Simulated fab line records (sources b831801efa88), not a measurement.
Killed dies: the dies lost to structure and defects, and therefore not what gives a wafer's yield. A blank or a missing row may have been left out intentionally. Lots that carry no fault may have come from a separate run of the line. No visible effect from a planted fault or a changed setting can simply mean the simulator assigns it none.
Which tool was responsible? -- flow sky130 -- 18 wafers from 6 lots sampled at 2 of the route's 708 steps

## WHAT EACH GAUGE READ, for each wafer
SKY_LDD_N_OVL_MEAS_07.
lot,measured,on,LDD_N_OVL (nm)
L712,day 19 06:57,overlay-02,0.2 -0.2 -0.8
L715,day 20 13:55,overlay-01,1.5 -0.1 1.3
L717,day 21 11:56,overlay-02,-0.9 1.1 -1.7
L719,day 22 01:20,overlay-01,- - -
L727,day 24 15:41,overlay-02,2.7 2.1 2.0
L730,day 25 14:47,overlay-01,1.3 0.2 0.4

## WHAT TOOL EACH LOT RAN ON (gives the tool, then ch and the chambers of the sampled wafers, and finally the start)
lot,SKY_LDD_N_EXPOSE_04
L712,"ilineStepper-01 ch 0, day 18 15:44"
L715,"ilineStepper-02 ch 0, day 19 22:03"
L717,"ilineStepper-01 ch 0, day 20 20:16"
L719,"ilineStepper-02 ch 0, day 21 10:36"
L727,"ilineStepper-01 ch 0, day 24 01:29"
L730,"ilineStepper-02 ch 0, day 25 00:01"
- SKY_LDD_N_EXPOSE_04: exposes mask NTM, target cd 840 nm.

## THE ANSWER, worked out from the rows above alone
Rule: the usual values come from the lots themselves. Put in order of their means at a reading, lots are off if they are a third of the lots or fewer, leave a main group of 4 or more, and stand apart from it by a gap of 3 or more times the standard deviation of the main group's means; of several such gaps the widest counts. A main group is skipped when, at the precision printed for the reading in the tables above, its means are all equal. Also off: a lot with no number at a reading for which 4 or more lots have one. Any other lot the step has rows for is counted as sound.
Off: at SKY_LDD_N_OVL_MEAS_07 (LDD_N_OVL), L719. Without a number there: L719. Main group: mean 0.6 nm, sd 0.98.
A tool fits if, at a process step before that reading, it ran every lot that is off, and no sound lot after the first of them. Gauges at SKY_LDD_N_OVL_MEAS_07: tried the same way as those tools. No candidate that was tried fits.

## WHAT HAD BEEN PUT IN BY THE SIMULATOR
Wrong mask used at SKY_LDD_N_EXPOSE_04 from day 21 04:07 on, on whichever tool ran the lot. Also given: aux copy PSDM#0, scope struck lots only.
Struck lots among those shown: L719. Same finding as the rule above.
